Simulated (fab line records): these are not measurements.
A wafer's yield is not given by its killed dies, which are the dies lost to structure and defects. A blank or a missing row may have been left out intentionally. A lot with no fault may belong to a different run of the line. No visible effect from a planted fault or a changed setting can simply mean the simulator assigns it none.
fab line records    flow sfq-line
[record] lots = 6  wafers = 18  last-day = 87
route steps=325 shown L0V@20 M0@28
lots untouched by any fault: they come from a run of this same line in which no faults occurred
start-h: the number of hours between the record's first day and the start of the first shown wafer of the lot    wait-h: time in hours since the lot's previous step    " repeats the value in the row above    L1.1+2: one row covering several wafers at once    - no value, or no start given    * or withheld: withheld    < > ~ a bound
route shown NAME@n: a module of which the file shows steps, and the number in the route of the first    usual: mean/standard deviation of fault-free wafers    same: alike in all rows    chamber/n: place in a boat    sites: the reading at each site    _std_site: standard deviation of those values    _edge_site: the outer-site mean with the inner-site mean subtracted    radius-mm: how far each site lies from the wafer's centre    mask NAME#n: copy n    behind: the most recent tool/chamber to have shaped the wafer    hold: reason for holding the lot/hours on hold/outcome of the hold    device: names the non-switching transistor (n, p or np)    end of line: tests of these same wafers at the route's end    for a step that has no rows: nothing shown but its recipe    killed: the dies lost at the first sort to structure and to defects; this is not the yield of the wafer    map: a wafer's dies, marking killed ones x, the rest . and places with no die _
set.NAME: setting as actually run; set.NAME@STEP: the setting as run at that earlier step    model.NAME: the simulator's own value behind a step, which no gauge read
lots at selected steps of the route; one table per step, one row per wafer
services: a tool's chamber out of use, with start hour (start-h, from the record's first day; less than 0 if before it), hours out, and reason
[[steps]]
[step SFQ_TRILAYER_L0_VIA_LITHO_EXPOSE_014]
[recipe] mask-id = L0V  na = 0.6  source-shape = conventional  sigma-outer = 0.65  target-cd-nm = 700  dose-mj = 21.3
[step SFQ_TRILAYER_L0_VIA_LITHO_PEB_016]
[recipe] peb-temp-c = 115  peb-time-s = 60  resist = KrF
[step SFQ_TRILAYER_L0_VIA_LITHO_DEVELOP_015]
[recipe] time-s = 60  resist = KrF
[step SFQ_L0V_OVL_MEAS_903]
[usual] L0V_OVL = 0/4
lot.wafer  tool        chamber  start-h  wait-h  L0V_OVL[nm]
L323.2     overlay-02  -        179.05   0.1     0
L323.3     "           -        "        "       2
L323.6     "           -        "        "       3
L325.3     overlay-01  -        200.58   0.1     2
L325.5     "           -        "        "       2
L325.6     "           -        "        "       3
L330.1     overlay-02  -        227.07   0.1     4
L330.5     "           -        "        "       8
L330.6     "           -        "        "       4
L331.1     overlay-02  -        234.27   0.1     -4
L331.3     "           -        "        "       -3
L331.4     "           -        "        "       -3
L336.2     overlay-02  -        257.08   0.1     -3
L336.5     "           -        "        "       -5
L336.6     "           -        "        "       -10
L339.3     overlay-02  -        276.27   0.1     0
L339.4     "           -        "        "       4
L339.5     "           -        "        "       2
[step SFQ_TRILAYER_L0_VIA_BARC_OPEN_VIA_ETCH_021]
[recipe] mask-material = PR  chemistry = O2  target-depth-nm = 125  target = BARC  source-w = 500  bias-w = 80  pressure-mtorr = 30  time-s = 41.7
[usual] drypump-motor-current-A = 6.0/0.52  oes-product-au = 0.685/0.005
lot.wafer  tool         chamber  start-h  wait-h  drypump-motor-current-A  oes-product-au  rf-hours-counter-h
L323.2     rie-diel-03  3        179.08   0.0     6.3                      0.680           93
L323.3     "            0        "        "       5.7                      0.684           3
L323.6     "            0        "        "       5.7                      0.688           -
L325.3     rie-diel-04  2        200.61   0.0     5.6                      0.689           145
L325.5     "            1        "        "       6.7                      0.683           -
L325.6     "            2        "        "       5.6                      0.677           -
L330.1     rie-diel-04  3        227.11   0.0     5.9                      0.688           66
L330.5     "            3        "        "       5.9                      0.678           -
L330.6     "            1        "        "       6.7                      0.683           -
L331.1     rie-diel-04  1        234.31   0.0     6.7                      0.686           6
L331.3     "            0        "        "       5.0                      0.682           116
L331.4     "            0        "        "       5.0                      0.686           -
L336.2     rie-diel-02  3        257.11   0.0     6.3                      0.687           74
L336.5     "            3        "        "       6.3                      0.683           -
L336.6     "            0        "        "       6.1                      0.686           -
L339.3     rie-diel-04  3        276.30   0.0     5.8                      0.678           67
L339.4     "            0        "        "       5.1                      0.682           116
L339.5     "            1        "        "       6.6                      0.693           -
[step SFQ_TRILAYER_L0_VIA_ETCH_VIA_ETCH_016]
[recipe] target = SiO2  stop-on = MoNx_KI  mask-material = PR  chemistry = CHF3  target-depth-nm = 80  source-w = 500  bias-w = 80  pressure-mtorr = 30  time-s = withheld
[usual] drypump-motor-current-A = 6.0/0.52  oes-product-au = 0.841/0.007
lot.wafer  tool         chamber  start-h  wait-h  drypump-motor-current-A  oes-product-au
L323.2     rie-diel-03  3        179.12   0.0     6.3                      0.841
L323.3     "            0        "        "       5.7                      0.841
L323.6     "            0        "        "       5.7                      0.863
L325.3     rie-diel-04  2        200.65   0.0     5.6                      0.825
L325.5     "            1        "        "       6.7                      0.835
L325.6     "            2        "        "       5.6                      0.839
L330.1     rie-diel-04  3        227.15   0.0     5.8                      0.834
L330.5     "            3        "        "       5.8                      0.842
L330.6     "            1        "        "       6.7                      0.835
L331.1     rie-diel-04  1        234.35   0.0     6.7                      0.849
L331.3     "            0        "        "       5.1                      0.837
L331.4     "            0        "        "       5.1                      0.843
L336.2     rie-diel-02  3        257.15   0.0     6.3                      0.855
L336.5     "            3        "        "       6.3                      0.840
L336.6     "            0        "        "       6.1                      0.843
L339.3     rie-diel-04  3        276.34   0.0     5.9                      0.846
L339.4     "            0        "        "       5.1                      0.856
L339.5     "            1        "        "       6.7                      0.841
[step SFQ_TRILAYER_L0_VIA_STRIP_STRIP_017]
[recipe] gas = O2  power-w = 200  platen-temp-c = 40  overash-fraction = 0.65  chemistry = O2  pressure-mtorr = 50
[usual] drypump-motor-current-A = 6.04/0.23  oes-product-au = 1.002/0.0089
lot.wafer  tool          chamber  start-h  wait-h  drypump-motor-current-A  oes-product-au  rf-hours-counter-h
L323.2     rie-metal-03  0        179.17   -       5.98                     1.010           31
L323.3     "             1        "        "       6.40                     1.024           -
L323.6     "             1        "        "       6.38                     1.017           -
L325.3     rie-metal-01  0        200.89   -       6.09                     0.996           -
L325.5     "             0        "        "       6.09                     1.003           -
L325.6     "             1        "        "       6.01                     1.010           -
L330.1     rie-metal-01  1        227.26   -       5.99                     1.001           57
L330.5     "             1        "        "       6.00                     1.004           -
L330.6     "             1        "        "       6.00                     0.998           -
L331.1     rie-metal-01  1        234.39   -       6.02                     0.992           60
L331.3     "             1        "        "       5.97                     1.002           -
L331.4     "             1        "        "       5.98                     0.992           -
L336.2     rie-metal-03  0        257.19   -       5.96                     1.010           48
L336.5     "             0        "        "       5.97                     1.009           -
L336.6     "             1        "        "       6.40                     0.998           -
L339.3     rie-metal-01  0        276.58   -       6.10                     0.999           -
L339.4     "             1        "        "       6.01                     0.999           -
L339.5     "             0        "        "       6.09                     0.993           -
[step SFQ_TRILAYER_L0_VIA_STRIP_SOLV_CLEAN_018]
[recipe] chemistry = NMP  temp-c = 70  time-s = 600
[step SFQ_TRILAYER_M0_DEP_PRE_CLEAN_020]
[recipe] gas = Ar  time-s = 15  bias-v = 250
[step SFQ_TRILAYER_M0_DEP_SPUTTER_019]
[recipe] material = Nb  base-pressure-pa = 1.33e-06  chamber-pressure-pa = 0.1333  substrate-temp-c = 20  resputter-cathode-voltage-v = 400  target-thk-nm = 200  power-w = 1966  time-s = 133.3
[usual] throttle-valve-pct = 30.2/1.1
lot.wafer  tool            chamber  start-h  wait-h  throttle-valve-pct
L323.2     pvd-sputter-04  -        179.97   0.0     28.4
L323.3     "               -        "        "       29.3
L323.6     "               -        "        "       29.4
L325.3     pvd-sputter-03  -        201.49   0.0     30.3
L325.5     "               -        "        "       30.5
L325.6     "               -        "        "       28.7
L330.1     pvd-sputter-05  -        228.66   0.0     30.4
L330.5     "               -        "        "       31.1
L330.6     "               -        "        "       30.1
L331.1     pvd-sputter-05  -        235.79   0.0     30.2
L331.3     "               -        "        "       29.9
L331.4     "               -        "        "       31.2
L336.2     pvd-sputter-04  -        257.99   0.0     28.5
L336.5     "               -        "        "       28.4
L336.6     "               -        "        "       32.4
L339.3     pvd-sputter-04  -        277.18   0.0     28.6
L339.4     "               -        "        "       28.7
L339.5     "               -        "        "       32.4
[step SFQ_M0_RS_MEAS_904]
[recipe] thk-meas-gauge = four-point-probe  reads = Nb_of_TRILAYER_M0_DEP_SPUTTER_019
[usual] M0_NB_RS = 0.909/0.01
lot.wafer  tool           chamber  start-h  wait-h  M0_NB_RS[ohm/sq]
L323.2     film-metro-03  -        180.08   0.1     0.901
L323.3     "              -        "        "       0.907
L323.6     "              -        "        "       0.910
L325.3     film-metro-02  -        201.62   0.1     0.903
L325.5     "              -        "        "       0.922
L325.6     "              -        "        "       0.907
L330.1     film-metro-02  -        228.75   0.0     0.918
L330.5     "              -        "        "       0.927
L330.6     "              -        "        "       0.917
L331.1     film-metro-02  -        235.88   0.0     0.921
L331.3     "              -        "        "       0.922
L331.4     "              -        "        "       0.927
L336.2     film-metro-04  -        258.10   0.1     0.897
L336.5     "              -        "        "       0.901
L336.6     "              -        "        "       0.902
L339.3     film-metro-03  -        277.31   0.1     0.908
L339.4     "              -        "        "       0.897
L339.5     "              -        "        "       0.911
[step SFQ_TRILAYER_M0_LITHO_COAT_026]
[recipe] resist = BARC  spin-rpm = 3000  resist-thk-nm = 62
[usual] exhaust-pa = 45.1/0.95
lot.wafer  tool            chamber  start-h  wait-h  exhaust-pa  model.BARC_of_TRILAYER_M0_LITHO_COAT_026.thk-nm
L323.2     litho-track-04  0        180.29   0.1     43.8        62.07
L323.3     "               0        "        "       43.4        62.02
L323.6     "               0        "        "       43.9        62.06
L325.3     litho-track-01  0        201.86   0.1     44.6        61.93
L325.5     "               0        "        "       44.4        62.17
L325.6     "               0        "        "       43.8        62.16
L330.1     litho-track-02  0        228.93   0.1     48.4        61.92
L330.5     "               0        "        "       46.2        62
L330.6     "               0        "        "       45.9        61.98
L331.1     litho-track-04  0        236.06   0.1     46.1        62.32
L331.3     "               0        "        "       44.2        62.45
L331.4     "               0        "        "       45.6        62.35
L336.2     litho-track-01  0        258.32   0.1     45.8        48.57
L336.5     "               0        "        "       45.1        48.7
L336.6     "               0        "        "       44.6        48.61
L339.3     litho-track-01  0        277.55   0.1     44.1        48.64
L339.4     "               0        "        "       45.3        48.53
L339.5     "               0        "        "       45.6        48.64
[step SFQ_TRILAYER_M0_LITHO_COAT_021]
[recipe] resist = KrF  spin-rpm = 3000  resist-thk-nm = 600
[step SFQ_TRILAYER_M0_LITHO_SOFTBAKE_025]
[recipe] temp-c = withheld  time-s = withheld  resist = KrF
[step SFQ_TRILAYER_M0_LITHO_EXPOSE_022]
[recipe] mask-id = M0  na = 0.6  source-shape = conventional  sigma-outer = 0.65  target-cd-nm = 500  dose-mj = 14.4
[step SFQ_TRILAYER_M0_LITHO_PEB_024]
[recipe] peb-temp-c = 115  peb-time-s = 60  resist = KrF
[step SFQ_TRILAYER_M0_LITHO_DEVELOP_023]
[recipe] time-s = 60  resist = KrF
[step SFQ_M0_OVL_MEAS_906]
[usual] M0_OVL = -1/5.6
lot.wafer  tool        chamber  start-h  wait-h  M0_OVL[nm]
L323.2     overlay-02  -        267.88   0.1     -1
L323.3     "           -        "        "       -6
L323.6     "           -        "        "       3
L325.3     overlay-01  -        289.62   0.1     -3
L325.5     "           -        "        "       -3
L325.6     "           -        "        "       0
L330.1     overlay-01  -        331.99   0.1     -4
L330.5     "           -        "        "       0
L330.6     "           -        "        "       -3
L331.1     overlay-02  -        341.59   0.1     0
L331.3     "           -        "        "       -1
L331.4     "           -        "        "       -1
L336.2     overlay-02  -        368.74   0.1     2
L336.5     "           -        "        "       3
L336.6     "           -        "        "       6
L339.3     overlay-01  -        388.07   0.1     -3
L339.4     "           -        "        "       3
L339.5     "           -        "        "       -5
[step SFQ_TRILAYER_M0_BARC_OPEN_METAL_ETCH_031]
[recipe] mask-material = PR  chemistry = O2  target-depth-nm = 125  target = BARC  icp-w = 600  bias-w = 80  pressure-mtorr = 10  time-s = 41.7
[usual] drypump-motor-current-A = 5.7/0.33  oes-product-au = 0.685/0.0051
lot.wafer  tool          chamber  start-h  wait-h  drypump-motor-current-A  oes-product-au  rf-hours-counter-h  model.etch.depth-nm
L323.2     rie-metal-02  1        267.93   0.0     5.4                      0.692           -                   62.07
L323.3     "             1        "        "       5.4                      0.685           -                   62.02
L323.6     "             1        "        "       5.4                      0.692           -                   62.06
L325.3     rie-metal-01  1        289.66   0.0     6.0                      0.683           -                   61.93
L325.5     "             1        "        "       6.0                      0.689           -                   62.17
L325.6     "             0        "        "       6.1                      0.684           -                   62.16
L330.1     rie-metal-04  1        332.02   0.0     6.0                      0.683           40                  61.92
L330.5     "             1        "        "       6.0                      0.686           -                   62
L330.6     "             0        "        "       5.8                      0.688           -                   61.98
L331.1     rie-metal-01  1        341.62   0.0     6.0                      0.680           83                  62.32
L331.3     "             1        "        "       6.0                      0.690           -                   62.45
L331.4     "             0        "        "       6.1                      0.686           -                   62.35
L336.2     rie-metal-04  0        368.77   0.0     5.8                      0.612           43                  48.57
L336.5     "             1        "        "       6.0                      0.617           -                   48.7
L336.6     "             0        "        "       5.8                      0.618           -                   48.61
L339.3     rie-metal-02  0        388.12   0.0     5.1                      0.619           -                   48.64
L339.4     "             1        "        "       5.4                      0.629           -                   48.53
L339.5     "             1        "        "       5.4                      0.616           -                   48.64
[step SFQ_TRILAYER_M0_ETCH_METAL_ETCH_024]
[recipe] target = Nb  stop-on = SiO2  mask-material = PR  chemistry = Cl2/Ar  target-depth-nm = 240  icp-w = 600  bias-w = 80  pressure-mtorr = 10  time-s = 120
[usual] drypump-motor-current-A = 5.7/0.33  oes-product-au = 0.884/0.0067
lot.wafer  tool          chamber  start-h  wait-h  drypump-motor-current-A  oes-product-au  rf-hours-counter-h
L323.2     rie-metal-02  1        268.07   0.1     5.4                      0.872           -
L323.3     "             1        "        "       5.4                      0.885           -
L323.6     "             1        "        "       5.4                      0.881           -
L325.3     rie-metal-01  1        289.74   0.1     6.0                      0.883           -
L325.5     "             1        "        "       6.0                      0.878           -
L325.6     "             0        "        "       6.1                      0.893           -
L330.1     rie-metal-04  1        332.08   0.0     6.0                      0.885           40
L330.5     "             1        "        "       6.0                      0.872           -
L330.6     "             0        "        "       5.8                      0.880           -
L331.1     rie-metal-01  1        341.68   0.0     6.0                      0.879           83
L331.3     "             1        "        "       6.0                      0.875           -
L331.4     "             0        "        "       6.1                      0.870           -
L336.2     rie-metal-04  0        368.83   0.0     5.8                      0.882           43
L336.5     "             1        "        "       6.0                      0.887           -
L336.6     "             0        "        "       5.8                      0.884           -
L339.3     rie-metal-02  0        388.20   0.1     5.1                      0.891           -
L339.4     "             1        "        "       5.4                      0.888           -
L339.5     "             1        "        "       5.4                      0.881           -
[[services]]
tool            chamber  start-h  hours  kind
rie-diel-04     -        160.34   1.2    repair
rie-diel-02     0        163.48   14.8   repair
rie-diel-04     -        179.08   0.1    repair
rie-diel-02     2        192.92   5.5    repair
pvd-sputter-04  -        216.55   9.5    repair
rie-metal-02    -        225.38   2.8    pm
rie-metal-04    -        239.81   0.2    repair
rie-metal-04    -        241.08   2.8    pm
rie-metal-02    0        241.28   104.0  repair
pvd-sputter-05  -        246.47   4.0    repair
rie-diel-03     0        256.66   6.5    repair
pvd-sputter-04  -        260.11   3.6    repair
rie-diel-04     -        266.39   2.8    pm
rie-metal-01    -        278.60   1.4    pm
rie-diel-02     3        285.78   3.9    repair
rie-metal-02    -        289.87   0.5    repair
rie-metal-04    0        300.03   21.9   repair
rie-diel-03     1        304.23   8.8    repair
rie-diel-02     1        304.71   9.0    repair
pvd-sputter-04  -        307.52   4.6    repair
rie-diel-02     2        325.96   7.2    repair
rie-diel-02     -        327.33   4.3    pm
rie-metal-02    1        328.79   6.6    repair
rie-metal-01    1        338.87   1.9    repair
[[key]]
[first-sign] step = SFQ_TRILAYER_M0_BARC_OPEN_METAL_ETCH_031  reading = oes-product-au  direction = down  sigmas = 13  usual = 0.685  struck = 0.619
effect none on later readings
[model-effect] step = SFQ_TRILAYER_M0_LITHO_COAT_026  value = BARC_of_TRILAYER_M0_LITHO_COAT_026.thk-nm  without = 62.15  struck = 48.61
[model-effect] step = SFQ_TRILAYER_M0_BARC_OPEN_METAL_ETCH_031  value = etch.depth-nm  without = 62.15  struck = 48.61
met-at SFQ_TRILAYER_M0_LITHO_COAT_026
struck-wafers L336.2,L336.5,L336.6,L339.3,L339.4,L339.5
onset-between 201.86 258.32
also-fits time
[fault] kind = process-parameter-drift  tool = litho-track-01  chamber = -  onset-h = 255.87  steps = SFQ_TRILAYER_M0_LITHO_COAT_026  channel = resist-thk-nm  offset = -13.505  shape = step  end-h = 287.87  acts-in = these-recipes-only  stated = 62
